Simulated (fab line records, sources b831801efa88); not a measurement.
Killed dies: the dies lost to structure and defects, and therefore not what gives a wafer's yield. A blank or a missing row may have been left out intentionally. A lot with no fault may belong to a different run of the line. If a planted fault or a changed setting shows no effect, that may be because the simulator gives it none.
fab line records ; flow gf180mcu
record lots=6; wafers=18; lastDay=34
route steps=602 shown CONTACT@314 M1@315
lots that met no fault: from a run of the same line without faults
startH: start of the lot's first displayed wafer, in hours after the record's first day ; waitH: time in hours since the lot's previous step ; " unchanged from the row above ; L1.1+2: a row that stands for several wafers ; - no value, or no start was given ; * or withheld: withheld ; < > ~ a bound
route shown NAME@n: names a module that has steps shown in the file, with the first one's number in the route ; usual: mean/standard deviation taken from wafers without a fault ; same: alike in all rows ; chamber/n: place in a boat ; sites: readings site by site ; _std_site: standard deviation across them ; _edge_site: outer sites' mean less inner sites' ; radiusMm: for every site, how far away it sits from the centre of the wafer ; mask NAME#n: copy n ; behind: the last tool/chamber to shape the wafer ; hold: cause of the lot's hold/its duration in hours/its outcome ; device: names the non-switching transistor (n, p or np) ; end of line: the tests these same wafers got at the end of their route ; for a step that has no rows: nothing shown but its recipe ; killed: dies lost to structure and defects at the first sort, not the wafer's yield ; map: a wafer's dies, marking killed ones x, the rest . and places with no die _
set.NAME: the setting that was run; set.NAME@STEP: the one run at that earlier step ; model.NAME: the simulator's own value behind a step, which no gauge read
lots at selected steps of the route; one table per step, one row per wafer
services: when a tool's chamber went out of use (startH, in hours from the record's first day, below 0 if earlier), for how many hours, and the reason
## steps
# step GF_CONTACT_CMP_27
# recipe stopOn=SiO2; downForcePsi=3.5; platenRpm=60; tOverpolishS=15; targetThkNm=0; padVelocityMS=0.94248
# step GF_M1_SPUTTER_00
# recipe material=Ti; targetThkNm=37.5; arrivingIonEnergyEv=80; substrateTempC=200; chamberPressurePa=2; powerW=4000; timeS=150
# usual throttleValvePct=29.9/1.1
# same timeS=150
lot.wafer;tool;chamber;startH;waitH;throttleValvePct
L441.2;pvdSputter-04;-;376.88;0.2;29.6
L441.3;pvdSputter-04;-;376.88;0.2;29.9
L441.5;pvdSputter-04;-;376.88;0.2;31.4
L442.3;pvdSputter-01;-;382.38;0.1;30.4
L442.4;pvdSputter-01;-;382.38;0.1;29.4
L442.6;pvdSputter-01;-;382.38;0.1;30.4
L450.1;pvdSputter-01;-;466.33;0.1;31.9
L450.3;pvdSputter-01;-;466.33;0.1;28.6
L450.6;pvdSputter-01;-;466.33;0.1;29.0
L449.2;pvdSputter-02;-;469.19;0.2;29.1
L449.4;pvdSputter-02;-;469.19;0.2;31.3
L449.5;pvdSputter-02;-;469.19;0.2;29.3
L454.1;pvdSputter-01;-;492.95;0.1;28.5
L454.4;pvdSputter-01;-;492.95;0.1;31.8
L454.6;pvdSputter-01;-;492.95;0.1;28.8
L462.2;pvdSputter-04;-;574.37;0.2;29.9
L462.3;pvdSputter-04;-;574.37;0.2;31.5
L462.6;pvdSputter-04;-;574.37;0.2;29.5
# step GF_M1_SPUTTER_01
# recipe material=TiN; targetThkNm=30; powerW=6500; timeS=25; chamberPressurePa=0.4
# usual throttleValvePct=29.9/1.1
# same timeS=25
lot.wafer;tool;chamber;startH;waitH;throttleValvePct
L441.2;pvdSputter-04;-;376.98;0.1;29.3
L441.3;pvdSputter-04;-;376.98;0.1;29.8
L441.5;pvdSputter-04;-;376.98;0.1;31.2
L442.3;pvdSputter-01;-;382.48;0.1;30.3
L442.4;pvdSputter-01;-;382.48;0.1;29.4
L442.6;pvdSputter-01;-;382.48;0.1;30.7
L450.1;pvdSputter-01;-;466.43;0.1;31.6
L450.3;pvdSputter-01;-;466.43;0.1;28.6
L450.6;pvdSputter-01;-;466.43;0.1;28.4
L449.2;pvdSputter-02;-;469.29;0.1;29.6
L449.4;pvdSputter-02;-;469.29;0.1;31.0
L449.5;pvdSputter-02;-;469.29;0.1;29.4
L454.1;pvdSputter-01;-;493.05;0.1;28.6
L454.4;pvdSputter-01;-;493.05;0.1;31.5
L454.6;pvdSputter-01;-;493.05;0.1;28.9
L462.2;pvdSputter-04;-;574.47;0.1;29.9
L462.3;pvdSputter-04;-;574.47;0.1;31.1
L462.6;pvdSputter-04;-;574.47;0.1;29.4
# step GF_M1_SPUTTER_02
# recipe material=AlCu; targetThkNm=450; powerW=10600; timeS=23.9; chamberPressurePa=0.4
# usual throttleValvePct=29.9/1.1
# same timeS=23.9
lot.wafer;tool;chamber;startH;waitH;throttleValvePct
L441.2;pvdSputter-04;-;377.01;0.0;29.4
L441.3;pvdSputter-04;-;377.01;0.0;29.9
L441.5;pvdSputter-04;-;377.01;0.0;31.4
L442.3;pvdSputter-01;-;382.51;0.0;30.4
L442.4;pvdSputter-01;-;382.51;0.0;29.2
L442.6;pvdSputter-01;-;382.51;0.0;30.4
L450.1;pvdSputter-01;-;466.46;0.0;31.6
L450.3;pvdSputter-01;-;466.46;0.0;28.6
L450.6;pvdSputter-01;-;466.46;0.0;28.8
L449.2;pvdSputter-02;-;469.32;0.0;29.2
L449.4;pvdSputter-02;-;469.32;0.0;31.1
L449.5;pvdSputter-02;-;469.32;0.0;29.4
L454.1;pvdSputter-01;-;493.08;0.0;28.8
L454.4;pvdSputter-01;-;493.08;0.0;31.4
L454.6;pvdSputter-01;-;493.08;0.0;28.9
L462.2;pvdSputter-04;-;574.50;0.0;29.9
L462.3;pvdSputter-04;-;574.50;0.0;31.3
L462.6;pvdSputter-04;-;574.50;0.0;29.7
# step GF_M1_SPUTTER_03
# recipe material=Ti; targetThkNm=10; substrateTempC=300; chamberPressurePa=0.3; powerW=3000; timeS=6.7
# usual throttleValvePct=29.9/1.1
# same timeS=6.7
lot.wafer;tool;chamber;startH;waitH;throttleValvePct
L441.2;pvdSputter-04;-;377.04;0.0;29.3
L441.3;pvdSputter-04;-;377.04;0.0;29.8
L441.5;pvdSputter-04;-;377.04;0.0;31.2
L442.3;pvdSputter-01;-;382.54;0.0;30.6
L442.4;pvdSputter-01;-;382.54;0.0;29.2
L442.6;pvdSputter-01;-;382.54;0.0;30.5
L450.1;pvdSputter-01;-;466.49;0.0;31.8
L450.3;pvdSputter-01;-;466.49;0.0;28.6
L450.6;pvdSputter-01;-;466.49;0.0;28.8
L449.2;pvdSputter-02;-;469.35;0.0;29.5
L449.4;pvdSputter-02;-;469.35;0.0;31.3
L449.5;pvdSputter-02;-;469.35;0.0;29.4
L454.1;pvdSputter-01;-;493.11;0.0;28.7
L454.4;pvdSputter-01;-;493.11;0.0;31.6
L454.6;pvdSputter-01;-;493.11;0.0;28.6
L462.2;pvdSputter-04;-;574.53;0.0;29.8
L462.3;pvdSputter-04;-;574.53;0.0;31.4
L462.6;pvdSputter-04;-;574.53;0.0;29.3
# step GF_M1_SPUTTER_04
# recipe material=TiN; targetThkNm=50; powerW=6500; timeS=41.7; chamberPressurePa=0.4
# usual throttleValvePct=29.9/1.1
# same timeS=41.7
lot.wafer;tool;chamber;startH;waitH;throttleValvePct
L441.2;pvdSputter-04;-;377.06;0.0;29.7
L441.3;pvdSputter-04;-;377.06;0.0;29.8
L441.5;pvdSputter-04;-;377.06;0.0;31.3
L442.3;pvdSputter-01;-;382.56;0.0;30.7
L442.4;pvdSputter-01;-;382.56;0.0;29.2
L442.6;pvdSputter-01;-;382.56;0.0;30.4
L450.1;pvdSputter-01;-;466.51;0.0;31.7
L450.3;pvdSputter-01;-;466.51;0.0;28.7
L450.6;pvdSputter-01;-;466.51;0.0;28.4
L449.2;pvdSputter-02;-;469.37;0.0;29.4
L449.4;pvdSputter-02;-;469.37;0.0;31.0
L449.5;pvdSputter-02;-;469.37;0.0;29.0
L454.1;pvdSputter-01;-;493.13;0.0;28.7
L454.4;pvdSputter-01;-;493.13;0.0;31.7
L454.6;pvdSputter-01;-;493.13;0.0;28.5
L462.2;pvdSputter-04;-;574.55;0.0;29.9
L462.3;pvdSputter-04;-;574.55;0.0;31.4
L462.6;pvdSputter-04;-;574.55;0.0;29.9
# step GF_M1_RS_MEAS_05
# recipe thkMeasGauge=four-point-probe; reads=TiN_of_M1_SPUTTER_04+Ti_of_M1_SPUTTER_03+AlCu_of_M1_SPUTTER_02+TiN_of_M1_SPUTTER_01+Ti_of_M1_SPUTTER_00
# usual M1_ALCU_RS=0.0694/0.0008
lot.wafer;tool;chamber;startH;waitH;M1_ALCU_RS[ohm/sq]
L441.2;filmMetro-01;-;377.12;0.0;0.0691
L441.3;filmMetro-01;-;377.12;0.0;0.0686
L441.5;filmMetro-01;-;377.12;0.0;0.0692
L442.3;filmMetro-03;-;382.64;0.1;0.0703
L442.4;filmMetro-03;-;382.64;0.1;0.0698
L442.6;filmMetro-03;-;382.64;0.1;0.0705
L450.1;filmMetro-01;-;466.55;0.0;0.0707
L450.3;filmMetro-01;-;466.55;0.0;0.0699
L450.6;filmMetro-01;-;466.55;0.0;0.0700
L449.2;filmMetro-01;-;469.43;0.0;0.0692
L449.4;filmMetro-01;-;469.43;0.0;0.0691
L449.5;filmMetro-01;-;469.43;0.0;0.0688
L454.1;filmMetro-03;-;493.17;0.0;0.0695
L454.4;filmMetro-03;-;493.17;0.0;0.0694
L454.6;filmMetro-03;-;493.17;0.0;0.0696
L462.2;filmMetro-01;-;574.61;0.0;0.0692
L462.3;filmMetro-01;-;574.61;0.0;0.0692
L462.6;filmMetro-01;-;574.61;0.0;0.0687
# step GF_M1_THK_MEAS_06
# recipe thkMeasGauge=xrf; reads=AlCu_of_M1_SPUTTER_02
# usual M1_ALCU_THK=450/5.4
lot.wafer;tool;chamber;startH;waitH;M1_ALCU_THK[nm]
L441.2;filmMetro-01;-;377.23;0.1;456
L441.3;filmMetro-01;-;377.23;0.1;458
L441.5;filmMetro-01;-;377.23;0.1;454
L442.3;filmMetro-03;-;382.74;0.1;445
L442.4;filmMetro-03;-;382.74;0.1;450
L442.6;filmMetro-03;-;382.74;0.1;443
L450.1;filmMetro-01;-;466.67;0.1;441
L450.3;filmMetro-01;-;466.67;0.1;447
L450.6;filmMetro-01;-;466.67;0.1;446
L449.2;filmMetro-01;-;469.54;0.1;451
L449.4;filmMetro-01;-;469.54;0.1;454
L449.5;filmMetro-01;-;469.54;0.1;453
L454.1;filmMetro-03;-;493.29;0.1;449
L454.4;filmMetro-03;-;493.29;0.1;449
L454.6;filmMetro-03;-;493.29;0.1;448
L462.2;filmMetro-01;-;574.72;0.1;453
L462.3;filmMetro-01;-;574.72;0.1;450
L462.6;filmMetro-01;-;574.72;0.1;456
# step GF_M1_DEHYDRATE_07
# recipe tempC=200; timeS=60
# step GF_M1_HMDS_08
# recipe primeTimeS=60; primeTempC=120
# step GF_M1_COAT_09
# recipe resist=KrF; spinRpm=withheld; resistThkNm=1000
# step GF_M1_SOFTBAKE_10
# recipe tempC=130; timeS=60; resist=KrF
# step GF_M1_EXPOSE_11
# recipe maskId=Metal1; targetCdNm=230; na=0.68; sourceShape=conventional; sigmaOuter=0.6; doseMj=28
# usual exposureDoseMJCm2=27.95/0.074; focusOffsetNm=0.2/0.58; reticleTempC=23.00/0.11
lot.wafer;tool;chamber;startH;waitH;mask;exposureDoseMJCm2;focusOffsetNm;reticleTempC
L441.2;krfScanner-01;0;388.60;-;Metal1#0;28.03;0.2;22.96
L441.3;krfScanner-01;0;388.60;-;Metal1#0;28.04;-0.2;23.07
L441.5;krfScanner-01;0;388.60;-;Metal1#0;28.00;-0.3;23.01
L442.3;krfScanner-02;0;394.52;-;Metal1#0;27.93;0.2;23.02
L442.4;krfScanner-02;0;394.52;-;Metal1#0;27.88;-0.2;23.11
L442.6;krfScanner-02;0;394.52;-;Metal1#0;27.92;0.1;23.07
L450.1;krfScanner-01;-;478.42;-;Metal1#0;-;-;-
L450.3;krfScanner-01;-;478.42;-;Metal1#0;-;-;-
L450.6;krfScanner-01;-;478.42;-;Metal1#0;-;-;-
L449.2;krfScanner-01;-;481.52;-;Metal1#0;-;-;-
L449.4;krfScanner-01;-;481.52;-;Metal1#0;-;-;-
L449.5;krfScanner-01;-;481.52;-;Metal1#0;-;-;-
L454.1;krfScanner-01;0;504.90;-;Metal1#0;27.96;0.6;23.05
L454.4;krfScanner-01;0;504.90;-;Metal1#0;27.98;0.6;23.05
L454.6;krfScanner-01;0;504.90;-;Metal1#0;28.00;0.0;22.92
L462.2;krfScanner-02;0;585.42;-;Metal1#0;27.78;0.3;23.14
L462.3;krfScanner-02;0;585.42;-;Metal1#0;27.80;0.0;23.01
L462.6;krfScanner-02;0;585.42;-;Metal1#0;27.80;-0.3;22.98
# step GF_M1_PEB_12
# recipe pebTempC=135; pebTimeS=90; resist=KrF
## services
tool;chamber;startH;hours;kind
pvdSputter-04;-;357.71;5.3;repair
krfScanner-01;-;358.48;0.8;pm
pvdSputter-04;-;360.62;2.3;repair
krfScanner-01;-;377.59;1.3;pm
krfScanner-02;-;379.04;0.8;pm
krfScanner-01;-;396.77;1.0;pm
krfScanner-01;-;404.49;0.8;pm
krfScanner-02;-;409.97;1.0;pm
krfScanner-02;-;439.83;1.3;pm
krfScanner-02;-;443.57;2.1;repair
krfScanner-01;-;446.69;2.2;repair
krfScanner-02;-;450.22;17.9;repair
pvdSputter-04;-;459.84;13.6;repair
krfScanner-01;-;488.87;4.0;pm
krfScanner-01;-;492.97;4.9;repair
pvdSputter-02;-;497.53;7.3;repair
pvdSputter-04;-;497.54;5.7;repair
pvdSputter-02;-;507.07;1.8;repair
pvdSputter-04;-;516.64;2.5;repair
krfScanner-02;-;547.84;0.8;pm
krfScanner-01;-;553.49;1.3;pm
krfScanner-01;-;565.77;1.0;pm
krfScanner-01;-;573.29;0.8;pm
krfScanner-02;-;578.97;1.0;pm
## key
firstSign step=GF_M1_EXPOSE_11; reading=toolRecord; direction=missing
effect none on later readings
metAt GF_M1_EXPOSE_11
struckWafers L449.2,L449.4,L449.5,L450.1,L450.3,L450.6
laterRowsLeftOut L449.2,L449.4,L449.5,L450.1,L450.3,L450.6
sortLeftOut L449.2,L449.4,L449.5,L450.1,L450.3,L450.6
testerLeftOut L449
onsetBetween 388.60 478.42
earlierFault kind=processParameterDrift; tool=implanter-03; chamber=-; onsetH=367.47; steps=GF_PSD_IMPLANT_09; channel=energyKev; offset=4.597; shape=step; endH=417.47; actsIn=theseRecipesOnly; stated=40
fault kind=skippedStepWhole; tool=krfScanner-01; chamber=-; onsetH=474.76; steps=GF_M1_EXPOSE_11; scope=struckLotsOnly
# testerLeftOut: of these lots the tester's yield and bins aren't shown, on N5 and GAA mostly nor the transistor test; their killed dies are dies lost to structure and defects alone, not to doping, threshold or leakage, so they don't give the yield
# sortLeftOut: the simulated sort isn't trusted on such a fault, so these wafers' sort isn't shown, and their yield isn't known
# laterRowsLeftOut: the simulator's readings of these wafers behind a module that went badly wrong aren't trusted and aren't shown, but for the sort
